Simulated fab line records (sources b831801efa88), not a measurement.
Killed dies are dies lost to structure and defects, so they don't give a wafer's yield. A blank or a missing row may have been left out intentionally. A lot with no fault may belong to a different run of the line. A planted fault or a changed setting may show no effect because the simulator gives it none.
Which tool did it? + flow sky130 + 31 wafers from 11 lots sampled at 7 of the route's 708 steps

WHAT EACH GAUGE READ, for each wafer
SKY_LI_CONTACT_RS_MEAS_22: a four-point-probe measurement.
| lot  | measured     | on            | LI_CONTACT_W_RS (ohm/sq)                  |
|------|--------------|---------------|-------------------------------------------|
| L677 | day 29 02:50 | film_metro-04 | 0.2831 0.2849 0.2779                      |
| L679 | day 30 05:18 | film_metro-01 | 0.2541 0.2847 0.2839 0.2536 0.2850 0.2837 |
| L680 | day 30 13:10 | film_metro-01 | 0.2826 0.2852 0.2833                      |
| L681 | day 30 15:24 | film_metro-04 | 0.2523 0.2541 0.2528 0.2539               |
| L682 | day 30 21:31 | film_metro-02 | 0.2818 0.2507 0.2822 0.2504               |
| L693 | day 34 13:57 | film_metro-02 | 0.2868 0.2835 0.2828                      |
| L696 | day 35 01:47 | film_metro-01 | 0.2880 0.2896 0.2912                      |
| L697 | day 35 07:54 | film_metro-04 | 0.2802 0.2843 0.2873                      |
| L698 | day 35 17:19 | film_metro-04 | 0.2859 0.2878 0.2843                      |
| L699 | day 35 18:19 | film_metro-04 | 0.2894 0.2890 0.2879                      |
| L700 | day 36 05:37 | film_metro-01 | 0.2805 0.2814 0.2818                      |

SKY_LI_CONTACT_THK_MEAS_23: measures by xrf.
| lot  | measured     | on            | LI_CONTACT_W_THK (nm)   |
|------|--------------|---------------|-------------------------|
| L677 | day 29 02:57 | film_metro-04 | 398 398 407             |
| L679 | day 30 08:31 | film_metro-01 | 463 411 413 463 411 412 |
| L680 | day 30 13:17 | film_metro-01 | 412 411 410             |
| L681 | day 30 18:53 | film_metro-04 | 451 447 449 449         |
| L682 | day 31 00:23 | film_metro-02 | 408 458 406 458         |
| L693 | day 34 14:04 | film_metro-02 | 407 409 411             |
| L696 | day 35 01:55 | film_metro-01 | 411 405 399             |
| L697 | day 35 08:01 | film_metro-04 | 402 400 392             |
| L698 | day 35 17:26 | film_metro-04 | 393 390 398             |
| L699 | day 35 18:26 | film_metro-04 | 390 391 394             |
| L700 | day 36 05:44 | film_metro-01 | 412 406 407             |

SKY_LOCAL_INTERCONNECT_CD_MEAS_11 targets a cd of 170 nm.
| lot  | measured     | on        | cd_nm (nm)        |
|------|--------------|-----------|-------------------|
| L677 | day 30 07:22 | cd_sem-01 | 171.9 172.7 172.8 |
| L679 | day 31 09:52 | cd_sem-02 | 168.3 169.3 170.8 |
| L680 | day 31 17:34 | cd_sem-02 | 169.3 170.0 171.1 |
| L681 | day 31 20:12 | cd_sem-02 | 168.7 168.5       |
| L682 | day 32 01:09 | cd_sem-01 | 167.3 167.9       |
| L693 | day 35 16:08 | cd_sem-02 | 171.7 170.0 171.3 |
| L696 | day 36 03:50 | cd_sem-01 | 170.5 169.2 169.3 |
| L697 | day 36 10:13 | cd_sem-02 | 169.2 170.5 170.8 |
| L698 | day 36 19:05 | cd_sem-02 | 168.8 169.2 168.5 |
| L699 | day 36 20:03 | cd_sem-02 | 166.6 167.2 167.1 |
| L700 | day 37 07:59 | cd_sem-02 | 174.1 172.0 173.0 |

TOOL THAT RAN EACH LOT (tool first, then ch and the chambers of the sampled wafers, then the start)
| lot  | SKY_LI_CONTACT_SPUTTER_19    | SKY_LI_CONTACT_CVD_21         | SKY_LI_CONTACT_CMP_24         | SKY_LOCAL_INTERCONNECT_SPUTTER_00 |
|------|------------------------------|-------------------------------|-------------------------------|-----------------------------------|
| L677 | pvd_sputter-02, day 29 02:34 | cvd_w-02 ch 0,1, day 29 02:43 | cmp-01 ch 1,3, day 29 03:01   | pvd_sputter-04, day 29 03:19      |
| L679 | pvd_sputter-04, day 30 05:01 | cvd_w-02 ch 0,1, day 30 05:09 | cmp-01 ch 0,1,3, day 30 14:28 | pvd_sputter-02, day 30 14:43      |
| L680 | pvd_sputter-03, day 30 12:54 | cvd_w-01 ch 0,1, day 30 13:02 | cmp-02 ch 0,1, day 30 13:21   | pvd_sputter-02, day 30 13:39      |
| L681 | pvd_sputter-03, day 30 15:07 | cvd_w-02 ch 1, day 30 15:15   | cmp-01 ch 0,3, day 31 02:00   | pvd_sputter-01, day 31 02:12      |
| L682 | pvd_sputter-03, day 30 21:12 | cvd_w-02 ch 0,1, day 30 21:23 | cmp-01 ch 0,1, day 31 03:58   | pvd_sputter-02, day 31 04:07      |
| L693 | pvd_sputter-03, day 34 13:39 | cvd_w-02 ch 1, day 34 13:49   | cmp-02 ch 0,1,2, day 34 14:13 | pvd_sputter-02, day 34 14:25      |
| L696 | pvd_sputter-03, day 35 01:31 | cvd_w-02 ch 0,1, day 35 01:40 | cmp-02 ch 0,1,3, day 35 02:07 | pvd_sputter-01, day 35 02:16      |
| L697 | pvd_sputter-04, day 35 07:38 | cvd_w-01 ch 0,1, day 35 07:46 | cmp-02 ch 0,1,2, day 35 08:11 | pvd_sputter-01, day 35 08:23      |
| L698 | pvd_sputter-03, day 35 16:56 | cvd_w-02 ch 1, day 35 17:04   | cmp-01 ch 0,1,3, day 35 17:30 | pvd_sputter-02, day 35 17:48      |
| L699 | pvd_sputter-04, day 35 17:55 | cvd_w-02 ch 1, day 35 18:05   | cmp-01 ch 0,3, day 35 18:29   | pvd_sputter-02, day 35 18:47      |
| L700 | pvd_sputter-04, day 36 05:21 | cvd_w-01 ch 0,1, day 36 05:29 | cmp-01 ch 0,1,2, day 36 05:51 | pvd_sputter-01, day 36 06:06      |
- SKY_LI_CONTACT_SPUTTER_19: material Ti, target thk 20 nm, time 106.37 s.
- SKY_LI_CONTACT_CVD_21: deposits W, target thk 400 nm, time 120.56 s.
- SKY_LI_CONTACT_CMP_24: polishes, stops on PSG, t overpolish 20 s, target thk 0 nm.
- SKY_LOCAL_INTERCONNECT_SPUTTER_00: material TiN, target thk 100 nm, time 83.3 s.

AS READ BY THE TOOLS THEMSELVES (means over the sampled wafers that have a number; for cases with no such wafer, the mark the record gives instead)
SKY_LI_CONTACT_SPUTTER_19.
| lot  | tool           | throttle_valve_pct (%) |
|------|----------------|------------------------|
| L677 | pvd_sputter-02 | 29.2                   |
| L679 | pvd_sputter-04 | 29.6                   |
| L680 | pvd_sputter-03 | 30.9                   |
| L681 | pvd_sputter-03 | 30.6                   |
| L682 | pvd_sputter-03 | 31.9                   |
| L693 | pvd_sputter-03 | 29.7                   |
| L696 | pvd_sputter-03 | 30.9                   |
| L697 | pvd_sputter-04 | 29.5                   |
| L698 | pvd_sputter-03 | 30.5                   |
| L699 | pvd_sputter-04 | 28.7                   |
| L700 | pvd_sputter-04 | 28.5                   |

SKY_LI_CONTACT_CVD_21.
| lot  | tool     | chamber_pressure_Torr (Torr) | heater_power_outer_w (W) | heater_power_w (W) |
|------|----------|------------------------------|--------------------------|--------------------|
| L677 | cvd_w-02 | 39.94                        | 536                      | 872                |
| L679 | cvd_w-02 | 40.09                        | 539                      | 876                |
| L680 | cvd_w-01 | 40.09                        | 518                      | 847                |
| L681 | cvd_w-02 | 40.08                        | 568                      | 840                |
| L682 | cvd_w-02 | 39.97                        | 530                      | 886                |
| L693 | cvd_w-02 | 39.93                        | 575                      | 869                |
| L696 | cvd_w-02 | 40.07                        | 550                      | 886                |
| L697 | cvd_w-01 | 39.96                        | 515                      | 837                |
| L698 | cvd_w-02 | 40.03                        | 575                      | 873                |
| L699 | cvd_w-02 | 39.96                        | 568                      | 860                |
| L700 | cvd_w-01 | 40.02                        | 542                      | 877                |

SKY_LI_CONTACT_CMP_24.
| lot  | tool   | motor_current_A (A) | platen_rpm (rpm) | slurry_flow_ml_min | time_to_endpoint_s (s) |
|------|--------|---------------------|------------------|--------------------|------------------------|
| L677 | cmp-01 | 12.9                | 60.00            | 149.9              | 98                     |
| L679 | cmp-01 | 11.5                | 60.05            | 150.5              | 103                    |
| L680 | cmp-02 | 11.0                | 60.04            | 150.1              | 96                     |
| L681 | cmp-01 | 11.5                | 59.94            | 150.1              | 108                    |
| L682 | cmp-01 | 10.2                | 60.00            | 150.1              | 102                    |
| L693 | cmp-02 | 12.0                | 59.96            | 150.1              | 92                     |
| L696 | cmp-02 | 10.5                | 59.99            | 150.1              | 88                     |
| L697 | cmp-02 | 11.7                | 59.98            | 150.1              | 92                     |
| L698 | cmp-01 | 11.6                | 60.01            | 150.2              | 95                     |
| L699 | cmp-01 | 10.5                | 60.01            | 149.6              | 92                     |
| L700 | cmp-01 | 10.3                | 59.98            | 149.9              | 100                    |

SKY_LOCAL_INTERCONNECT_SPUTTER_00.
| lot  | tool           | throttle_valve_pct (%) |
|------|----------------|------------------------|
| L677 | pvd_sputter-04 | 29.7                   |
| L679 | pvd_sputter-02 | 29.5                   |
| L680 | pvd_sputter-02 | 29.5                   |
| L681 | pvd_sputter-01 | 30.4                   |
| L682 | pvd_sputter-02 | 30.2                   |
| L693 | pvd_sputter-02 | 30.0                   |
| L696 | pvd_sputter-01 | 30.0                   |
| L697 | pvd_sputter-01 | 30.1                   |
| L698 | pvd_sputter-02 | 29.3                   |
| L699 | pvd_sputter-02 | 29.1                   |
| L700 | pvd_sputter-01 | 30.1                   |

THE ANSWER, worked out from the rows above alone
Rule: what is usual is taken from the lots themselves. Put in order of their means at a reading, lots are off if they are a third of the lots or fewer, leave a main group of 4 or more, and stand apart from it by a gap of 3 or more times the standard deviation of the main group's means; of several such gaps the widest counts. A main group is skipped when, at the precision printed for the reading in the tables above, its means are all equal. A lot without any number at a reading at which 4 lots or more have one is off too. Where the step has rows for the other lots, those lots are counted as sound. The gauges are gone through in route order, then the tools' own readings, and for those a lot's mean is taken as printed above. The first step at which some lot is off is used, and at that step the reading that is off furthest; a lot without a number counts as furthest.
Nothing can be told from this: no lot is off at any reading shown.

WHAT HAD BEEN PUT IN BY THE SIMULATOR
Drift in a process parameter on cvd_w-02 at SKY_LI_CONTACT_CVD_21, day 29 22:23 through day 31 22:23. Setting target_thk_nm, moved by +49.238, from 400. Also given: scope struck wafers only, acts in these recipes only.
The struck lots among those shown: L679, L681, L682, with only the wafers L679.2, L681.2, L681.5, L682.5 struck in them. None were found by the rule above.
